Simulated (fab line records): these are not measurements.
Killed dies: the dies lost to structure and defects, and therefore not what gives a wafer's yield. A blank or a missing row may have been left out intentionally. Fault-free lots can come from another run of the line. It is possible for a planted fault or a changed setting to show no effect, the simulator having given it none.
fab line records -- flow sky130
record: lots: 7, wafers: 21, lastDay: 50
route steps=708 shown VIA2@515
lots with no fault: from the same line, run without faults
startH: the number of hours between the record's first day and the start of the first shown wafer of the lot -- waitH: time in hours since the lot's previous step -- " same as the row above -- L1.1+2: a row that stands for several wafers -- - no value, or no start given -- * or withheld: withheld -- < > ~ a bound
route shown NAME@n: NAME is a module with steps in the file, n the number in the route of the first one -- usual: average and standard deviation across the fault-free wafers -- same: alike in all rows -- chamber/n: place in a boat -- sites: per-site readings -- _std_site: their standard deviation -- _edge_site: the outer-site mean with the inner-site mean subtracted -- radiusMm: for every site, how far away it sits from the centre of the wafer -- mask NAME#n: copy n -- behind: the tool/chamber that last shaped the wafer -- hold: why the lot was held/for how many hours/how that ended -- device: whichever transistor did not switch (one of n, p or np) -- end of line: at the end of the route, the tests of the same wafers -- for a step that has no rows: nothing shown but its recipe -- killed: count of dies lost to structure and defects at first sort (not the wafer's yield) -- map: dies across one wafer; x = killed, . = not, _ = none there
set.NAME: the run value of the setting; set.NAME@STEP: its run value at that earlier step -- model.NAME: the simulator's own value behind a step, which no gauge read
lots at some steps of the route; a table a step, a row a wafer
services: from which hour (startH, from the record's first day; less than 0 if before it) a tool's chamber was out of use, for how many hours, and why
== steps ==
step: SKY_VIA2_SOFTBAKE_08
recipe: tempC: 100, timeS: 90, resist: KrF-thick
step: SKY_VIA2_EXPOSE_09
recipe: maskId: VIM2, na: 0.8, sourceShape: annular, sigmaInner: 0.55, sigmaOuter: 0.85, targetCdNm: 200, doseMj: 38
step: SKY_VIA2_PEB_10
recipe: pebTempC: withheld, pebTimeS: withheld, resist: KrF-thick
step: SKY_VIA2_DEVELOP_11
recipe: developTimeS: 60, resist: KrF-thick, devTempC: 21
step: SKY_VIA2_CD_MEAS_12
recipe: targetCdNm: 200
usual: cdNm: 199.8/1.6
lot.wafer,tool,chamber,startH,waitH,cdNm
L802.1,cdSem-01,-,882.66,-,199.0
L802.3,cdSem-01,-,882.66,-,201.3
L802.4,cdSem-01,-,882.66,-,199.7
L808.2,cdSem-01,-,924.13,-,200.4
L808.3,cdSem-01,-,924.13,-,199.9
L808.4,cdSem-01,-,924.13,-,200.1
L809.1,cdSem-01,-,933.26,-,202.2
L809.2,cdSem-01,-,933.26,-,201.9
L809.6,cdSem-01,-,933.26,-,202.6
L810.1,cdSem-02,-,934.26,-,197.8
L810.4,cdSem-02,-,934.26,-,198.3
L810.6,cdSem-02,-,934.26,-,198.3
L812.1,cdSem-02,-,950.06,-,199.5
L812.3,cdSem-02,-,950.06,-,198.9
L812.6,cdSem-02,-,950.06,-,199.8
L814.1,cdSem-02,-,968.58,-,201.0
L814.2,cdSem-02,-,968.58,-,200.2
L814.4,cdSem-02,-,968.58,-,201.4
L822.2,cdSem-01,-,1025.35,-,200.1
L822.3,cdSem-01,-,1025.35,-,199.7
L822.5,cdSem-01,-,1025.35,-,199.8
step: SKY_VIA2_OVL_MEAS_13
usual: VIA2_OVL: 1/5.3
lot.wafer,tool,chamber,startH,waitH,VIA2_OVL[nm]
L802.1,overlay-01,-,882.78,0.1,3
L802.3,overlay-01,-,882.78,0.1,1
L802.4,overlay-01,-,882.78,0.1,-8
L808.2,overlay-01,-,924.24,0.1,-5
L808.3,overlay-01,-,924.24,0.1,-6
L808.4,overlay-01,-,924.24,0.1,2
L809.1,overlay-01,-,933.38,0.1,5
L809.2,overlay-01,-,933.38,0.1,7
L809.6,overlay-01,-,933.38,0.1,2
L810.1,overlay-02,-,934.38,0.1,2
L810.4,overlay-02,-,934.38,0.1,5
L810.6,overlay-02,-,934.38,0.1,-3
L812.1,overlay-02,-,950.18,0.1,8
L812.3,overlay-02,-,950.18,0.1,5
L812.6,overlay-02,-,950.18,0.1,3
L814.1,overlay-01,-,968.70,0.1,2
L814.2,overlay-01,-,968.70,0.1,12
L814.4,overlay-01,-,968.70,0.1,9
L822.2,overlay-02,-,1025.45,0.1,4
L822.3,overlay-02,-,1025.45,0.1,7
L822.5,overlay-02,-,1025.45,0.1,4
step: SKY_VIA2_ETCH_14
recipe: chemistry: N2/H2, target: BARC, ionEnergyEv: 200, sourceW: 500, biasW: 100, pressureMtorr: 30, n2FlowSccm: 100, h2FlowSccm: 200, stopOn: SiO2, timeS: 45.9, targetDepthA: 600
usual: drypumpMotorCurrentA: 5.89/0.28, oesProductAu: 0.855/0.005, throttleValvePct: 13.225/0.0089
lot.wafer,tool,chamber,startH,waitH,drypumpMotorCurrentA,oesProductAu,rfHoursCounterH,throttleValvePct
L802.1,rieDiel-03,0,882.81,0.0,6.09,0.851,28,13.214
L802.3,rieDiel-03,1,882.81,0.0,6.45,0.858,10,13.224
L802.4,rieDiel-03,2,882.81,0.0,6.00,0.848,1,13.218
L808.2,rieDiel-02,0,924.27,0.0,5.69,0.862,15,13.237
L808.3,rieDiel-02,2,924.27,0.0,5.73,0.851,27,13.211
L808.4,rieDiel-02,1,924.27,0.0,6.00,0.861,19,13.222
L809.1,rieDiel-02,0,933.42,0.0,5.67,0.858,15,13.238
L809.2,rieDiel-02,1,933.42,0.0,6.02,0.857,19,13.222
L809.6,rieDiel-02,2,933.42,0.0,5.73,0.862,-,13.217
L810.1,rieDiel-04,2,934.42,0.0,6.05,0.851,11,13.226
L810.4,rieDiel-04,0,934.42,0.0,5.85,0.852,17,13.239
L810.6,rieDiel-04,3,934.42,0.0,5.65,0.858,-,13.232
L812.1,rieDiel-04,1,950.22,0.0,6.12,0.851,9,13.225
L812.3,rieDiel-04,3,950.22,0.0,5.61,0.851,11,13.224
L812.6,rieDiel-04,3,950.22,0.0,5.62,0.860,-,13.222
L814.1,rieDiel-04,2,968.74,0.0,6.03,0.857,12,13.203
L814.2,rieDiel-04,0,968.74,0.0,5.86,0.849,18,13.233
L814.4,rieDiel-04,3,968.74,0.0,5.61,0.856,11,13.215
L822.2,rieDiel-02,1,1025.48,0.0,6.01,0.855,22,13.226
L822.3,rieDiel-02,0,1025.48,0.0,5.69,0.860,18,13.209
L822.5,rieDiel-02,1,1025.48,0.0,6.02,0.860,-,13.220
step: SKY_VIA2_ETCH_15
recipe: target: SiO2, chemistry: C4F8/O2/Ar, targetDepthNm: 546, stopOn: TiN, maskMaterial: KrF-thick, sourceW: 1500, biasW: 1200, pressureMtorr: 40, c4f8FlowSccm: withheld, O2_flow_sccm: 6, Ar_flow_sccm: 300, timeS: 84
usual: oesProductAu: 0.940/0.0045
lot.wafer,tool,chamber,startH,waitH,oesProductAu,rfHoursCounterH
L802.1,rieDiel-03,0,882.85,0.0,0.942,28
L802.3,rieDiel-03,1,882.85,0.0,0.944,10
L802.4,rieDiel-03,2,882.85,0.0,0.935,1
L808.2,rieDiel-02,0,924.31,0.0,0.937,15
L808.3,rieDiel-02,2,924.31,0.0,0.940,27
L808.4,rieDiel-02,1,924.31,0.0,0.944,19
L809.1,rieDiel-02,0,933.46,0.0,0.936,15
L809.2,rieDiel-02,1,933.46,0.0,0.943,19
L809.6,rieDiel-02,2,933.46,0.0,0.934,-
L810.1,rieDiel-04,2,934.46,0.0,0.950,11
L810.4,rieDiel-04,0,934.46,0.0,0.931,18
L810.6,rieDiel-04,3,934.46,0.0,0.943,-
L812.1,rieDiel-04,1,950.26,0.0,0.939,9
L812.3,rieDiel-04,3,950.26,0.0,0.935,11
L812.6,rieDiel-04,3,950.26,0.0,0.933,-
L814.1,rieDiel-04,2,968.78,0.0,0.946,12
L814.2,rieDiel-04,0,968.78,0.0,0.943,18
L814.4,rieDiel-04,3,968.78,0.0,0.946,11
L822.2,rieDiel-02,1,1025.52,0.0,0.940,22
L822.3,rieDiel-02,0,1025.52,0.0,0.949,18
L822.5,rieDiel-02,1,1025.52,0.0,0.937,-
step: SKY_VIA2_STRIP_16
recipe: chemistry: O2/N2, powerW: 1400, pressureMtorr: 1500, platenTempC: withheld, o2FlowSccm: 3000, n2FlowSccm: 300, overashFraction: 0.5
usual: drypumpMotorCurrentA: 5.5/0.46, oesProductAu: 0.398/0.0045, stripTimeToEndpointS: 4.049/0.025
same: overashFraction: 0.5
lot.wafer,tool,chamber,startH,waitH,drypumpMotorCurrentA,oesProductAu,rfHoursCounterH,stripTimeToEndpointS
L802.1,plasmaAsher-03,1,882.92,0.0,5.7,0.398,42,4.065
L802.3,plasmaAsher-03,1,882.92,0.0,5.7,0.401,-,4.054
L802.4,plasmaAsher-03,0,882.92,0.0,4.9,0.397,-,4.079
L808.2,plasmaAsher-04,0,924.37,0.0,6.2,0.407,109,4.026
L808.3,plasmaAsher-04,0,924.37,0.0,6.2,0.402,-,3.988
L808.4,plasmaAsher-04,1,924.37,0.0,4.8,0.395,-,4.024
L809.1,plasmaAsher-04,1,933.52,0.0,4.8,0.403,110,4.058
L809.2,plasmaAsher-04,0,933.52,0.0,6.2,0.393,110,4.046
L809.6,plasmaAsher-04,1,933.52,0.0,4.8,0.393,-,4.042
L810.1,plasmaAsher-04,1,934.52,0.0,4.8,0.403,110,4.101
L810.4,plasmaAsher-04,1,934.52,0.0,4.8,0.402,-,4.084
L810.6,plasmaAsher-04,1,934.52,0.0,4.8,0.399,-,4.066
L812.1,plasmaAsher-01,1,950.32,0.0,5.6,0.403,85,4.053
L812.3,plasmaAsher-01,0,950.32,0.0,5.7,0.396,-,4.017
L812.6,plasmaAsher-01,0,950.32,0.0,5.7,0.397,-,4.023
L814.1,plasmaAsher-04,1,968.84,0.0,4.8,0.400,114,4.096
L814.2,plasmaAsher-04,0,968.84,0.0,6.2,0.399,114,4.089
L814.4,plasmaAsher-04,1,968.84,0.0,4.8,0.399,-,4.079
L822.2,plasmaAsher-01,1,1025.59,0.0,5.6,0.397,92,4.040
L822.3,plasmaAsher-01,1,1025.59,0.0,5.6,0.406,-,4.019
L822.5,plasmaAsher-01,1,1025.59,0.0,5.6,0.398,-,4.050
step: SKY_VIA2_STRIP_17
recipe: chemistry: postEtchResidueRemover, timeS: 1200, tempC: 72.5
step: SKY_VIA2_CLEAN_18
recipe: chemistry: IPA, timeS: 180, tempC: 25
step: SKY_VIA2_CLEAN_19
recipe: chemistry: O3/DIW, dry: n2Spin
step: SKY_VIA2_SPUTTER_20
recipe: material: TiN, targetThkNm: 20, chamberPressurePa: 5, powerW: 4000, timeS: 80
usual: cathodeDcPowerW: 4000.0/0.66, throttleValvePct: 29.9/0.61
lot.wafer,tool,chamber,startH,waitH,cathodeDcPowerW,throttleValvePct,model.TiN_of_VIA2_SPUTTER_20.thkNm
L802.1,pvdSputter-04,-,883.61,0.0,3999.7,30.3,19.84
L802.3,pvdSputter-04,-,883.61,0.0,3999.9,29.3,20.01
L802.4,pvdSputter-04,-,883.61,0.0,4001.0,29.9,20.03
L808.2,pvdSputter-03,-,924.97,0.0,4000.2,29.0,20.15
L808.3,pvdSputter-03,-,924.97,0.0,3999.9,30.0,20.22
L808.4,pvdSputter-03,-,924.97,0.0,4000.2,30.5,20.1
L809.1,pvdSputter-04,-,934.12,0.0,3999.0,29.8,19.47
L809.2,pvdSputter-04,-,934.12,0.0,4001.5,30.6,19.63
L809.6,pvdSputter-04,-,934.12,0.0,4000.0,29.7,19.63
L810.1,pvdSputter-03,-,935.12,0.0,3612.1,30.6,18.08
L810.4,pvdSputter-03,-,935.12,0.0,3610.7,28.9,17.9
L810.6,pvdSputter-03,-,935.12,0.0,3611.3,30.3,17.96
L812.1,pvdSputter-03,-,950.92,0.0,3611.4,30.5,17.7
L812.3,pvdSputter-03,-,950.92,0.0,3610.7,30.0,17.66
L812.6,pvdSputter-03,-,950.92,0.0,3612.0,30.4,17.58
L814.1,pvdSputter-03,-,969.44,0.0,3610.9,30.0,18.38
L814.2,pvdSputter-03,-,969.44,0.0,3611.6,30.6,18.35
L814.4,pvdSputter-03,-,969.44,0.0,3611.5,30.1,18.16
L822.2,pvdSputter-03,-,1026.22,0.0,3999.9,30.6,20.2
L822.3,pvdSputter-03,-,1026.22,0.0,3999.3,29.8,20.35
L822.5,pvdSputter-03,-,1026.22,0.0,4000.1,29.1,20.07
step: SKY_VIA2_CVD_21
recipe: material: W, targetThkNm: 420, timeS: 126.4, tempC: 400, pressureTorr: 40
usual: heaterPowerW: 778/56
lot.wafer,tool,chamber,startH,waitH,heaterPowerW
L802.1,cvdW-02,1,883.67,0.0,817
L802.3,cvdW-02,1,883.67,0.0,814
L802.4,cvdW-02,0,883.67,0.0,829
L808.2,cvdW-02,1,925.03,0.0,807
L808.3,cvdW-02,1,925.03,0.0,818
L808.4,cvdW-02,0,925.03,0.0,812
L809.1,cvdW-01,0,934.18,0.0,679
L809.2,cvdW-01,1,934.18,0.0,726
L809.6,cvdW-01,0,934.18,0.0,669
L810.1,cvdW-02,0,935.18,0.0,818
L810.4,cvdW-02,0,935.18,0.0,837
L810.6,cvdW-02,0,935.18,0.0,840
L812.1,cvdW-01,1,950.98,0.0,768
L812.3,cvdW-01,0,950.98,0.0,681
L812.6,cvdW-01,1,950.98,0.0,754
L814.1,cvdW-02,0,969.50,0.0,818
L814.2,cvdW-02,1,969.50,0.0,810
L814.4,cvdW-02,1,969.50,0.0,812
L822.2,cvdW-02,0,1026.28,0.0,835
L822.3,cvdW-02,0,1026.28,0.0,855
L822.5,cvdW-02,0,1026.28,0.0,830
== services ==
tool,chamber,startH,hours,kind
pvdSputter-04,-,859.06,4.7,repair
plasmaAsher-01,-,859.13,0.9,repair
plasmaAsher-01,-,864.60,0.7,repair
cvdW-01,-,878.30,0.9,repair
cvdW-02,-,878.79,2.7,repair
rieDiel-02,-,889.46,14.6,pm
plasmaAsher-03,-,895.81,5.2,repair
plasmaAsher-04,-,896.20,10.9,repair
rieDiel-03,-,896.80,15.6,pm
rieDiel-04,1,903.66,8.8,repair
cvdW-01,-,904.00,14.0,pm
rieDiel-03,-,912.40,14.6,pm
rieDiel-02,3,913.22,3.4,repair
rieDiel-03,2,934.23,3.7,repair
plasmaAsher-03,-,939.72,4.4,repair
rieDiel-03,-,955.93,1.2,repair
plasmaAsher-03,-,963.27,1.4,repair
rieDiel-03,3,966.75,7.6,repair
rieDiel-02,2,988.96,4.2,repair
rieDiel-04,0,992.85,20.4,repair
rieDiel-02,0,1002.51,5.0,repair
plasmaAsher-01,-,1014.60,1.4,repair
cvdW-01,-,1015.79,100.4,repair
plasmaAsher-04,-,1021.11,1.4,repair
== key ==
firstSign: step: SKY_VIA2_SPUTTER_20, reading: cathodeDcPowerW, direction: down, sigmas: 99+, usual: 4000.0, struck: 3611.4
effect none on later readings
modelEffect: step: SKY_VIA2_SPUTTER_20, value: TiN_of_VIA2_SPUTTER_20.thkNm, without: 19.92, struck: 17.97
metAt SKY_VIA2_SPUTTER_20
struckWafers L810.1,L810.4,L810.6,L812.1,L812.3,L812.6,L814.1,L814.2,L814.4
onsetBetween 924.97 935.12
fault: kind: processParameterDrift, tool: pvdSputter-03, chamber: -, onsetH: 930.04, steps: SKY_VIA2_SPUTTER_20, channel: powerW, offset: *, shape: step, endH: 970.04, actsIn: *, stated: *
